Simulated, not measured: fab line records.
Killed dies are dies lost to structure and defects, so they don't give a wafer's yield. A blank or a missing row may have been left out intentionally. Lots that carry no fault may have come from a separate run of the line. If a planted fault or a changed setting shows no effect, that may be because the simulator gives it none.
Chamber matching | flow sky130 | SKY_CONTACT_CMP_04 on cmp-02 has 4 sister chambers
The step polishes SiO2. 14 wafers are shown with their chamber, then 7 later ones without.

EACH WAFER AND ITS CHAMBER
wafer  | chamber | motor-current-A (A)
L350.1 | 3       | 12.9
L350.2 | 1       | 11.6
L350.6 | 0       | 11.9
L356.2 | 1       | 12.0
L356.3 | 0       | 11.6
L356.5 | 1       | 11.7
L357.1 | 0       | 11.9
L357.5 | 2       | 14.1
L357.6 | 1       | 11.7
L361.1 | 0       | 11.6
L361.3 | 2       | 13.1
L361.6 | 1       | 11.7
L363.1 | 1       | 12.1
L363.4 | 3       | 11.6

SIGNATURES (means of the wafers above)
reading         | chamber 0 | chamber 1 | chamber 2 | chamber 3 | scatter within a chamber
motor-current-A | 11.750    | 11.800    | 13.600    | 12.250    | 0.404
Rule: for a wafer and a chamber, the distance is found by dividing, reading by reading, the gap between the wafer's reading and the chamber's mean by the reading's scatter, squaring, summing and taking the root. The wafer belongs to the nearest chamber; if the next one is less than 2 further off, it can't be placed. How the scatter is found: for the shown wafers, subtract from each reading the mean of its chamber, square and add these, divide the total by (wafers less chambers), then take the root.

WAFERS MISSING THEIR CHAMBER
wafer  | motor-current-A (A)
L363.5 | 11.6
L368.3 | 12.5
L368.5 | 11.7
L368.6 | 13.6
L367.2 | 12.1
L367.5 | 12.1
L367.6 | 13.0

EACH ONE'S CHAMBER
wafer  | from the rows above               | in truth
L363.5 | can't be placed: 0 or 1 or 3      | 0
L368.3 | can't be placed: 3 or 1 or 0      | 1
L368.5 | can't be placed: 0 or 1 or 3      | 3
L368.6 | 2                                 | 2
L367.2 | can't be placed: 3 or 1 or 0      | 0
L367.5 | can't be placed: 3 or 1 or 0      | 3
L367.6 | can't be placed: 2 or 3 or 1 or 0 | 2
Correct placement for 1 of the 7. Cannot be placed on the basis of these rows: 6; the candidates contain the true chamber in 6. Wrongly placed: 0.
